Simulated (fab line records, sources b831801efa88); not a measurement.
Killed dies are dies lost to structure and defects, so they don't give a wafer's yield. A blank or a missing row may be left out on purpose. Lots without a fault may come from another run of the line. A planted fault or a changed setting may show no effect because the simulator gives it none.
Chamber matching | flow gf180mcu | GF_STI_CMP_25 on cmp-01: 4 sister chambers
The step polishes, stops on Si3N4, t overpolish 33 s, target thk 524.6 nm. 14 wafers are shown with their chamber, then 7 later ones without.

WAFERS WITH THEIR CHAMBER
wafer  | chamber | time_to_endpoint_s (s) | motor_current_A (A) | overpolish_run_s (s)
L959.4 | 0       | 125                    | 11.6                | 32.999
L959.5 | 3       | 123                    | 13.2                | 33.004
L959.6 | 0       | 125                    | 12.5                | 33.015
L962.1 | 2       | 135                    | 11.5                | 32.990
L962.4 | 3       | 125                    | 12.3                | 33.004
L962.5 | 0       | 127                    | 12.6                | 32.996
L964.1 | 2       | 134                    | 12.0                | 32.998
L964.4 | 3       | 125                    | 12.6                | 33.005
L964.5 | 3       | 124                    | 12.8                | 32.989
L965.1 | 1       | 130                    | 11.3                | 33.004
L965.5 | 0       | 132                    | 12.2                | 32.997
L965.6 | 1       | 134                    | 10.8                | 33.003
L968.4 | 3       | 123                    | 13.4                | 33.002
L968.5 | 0       | 126                    | 12.1                | 33.007

SIGNATURES (means of the wafers above)
reading            | chamber 0 | chamber 1 | chamber 2 | chamber 3 | scatter within a chamber
time_to_endpoint_s | 127.00    | 132.00    | 134.50    | 124.00    | 2.16
motor_current_A    | 12.200    | 11.050    | 11.750    | 12.860    | 0.408
overpolish_run_s   | 33.00280  | 33.00350  | 32.99400  | 33.00080  | 0.00687
Rule: a wafer's distance from a chamber is the root of the sum, over the readings, of the square of ((its reading less the chamber's mean) divided by the reading's scatter). The wafer belongs to the nearest chamber; if the next one is less than 2 further off, it can't be placed. The scatter: the root of (the sum of the squares of (reading less its chamber's mean) over the shown wafers, divided by (wafers less chambers)).

WAFERS WITHOUT THEIR CHAMBER
wafer  | time_to_endpoint_s (s) | motor_current_A (A) | overpolish_run_s (s)
L968.6 | 120                    | 11.5                | 32.996
L969.3 | 123                    | 11.1                | 33.010
L969.5 | 129                    | 12.4                | 33.016
L969.6 | 128                    | 11.7                | 33.010
L970.1 | 135                    | 12.1                | 33.005
L970.4 | 118                    | 11.4                | 32.995
L970.5 | 123                    | 11.6                | 32.998

WHICH CHAMBER EACH WENT THROUGH
wafer  | from the rows above          | in truth
L968.6 | can't be placed: 0 or 3 or 1 | 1
L969.3 | can't be placed: 0 or 1 or 3 | 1
L969.5 | can't be placed: 0 or 3 or 1 | 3
L969.6 | can't be placed: 0 or 1 or 3 | 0
L970.1 | can't be placed: 2 or 1 or 0 | 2
L970.4 | can't be placed: 3 or 0      | 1
L970.5 | can't be placed: 0 or 3 or 1 | 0
Placed correctly: 0 of 7. Can't be placed from these rows: 7 (the true chamber is among the candidates in 6). Placed wrongly: 0.
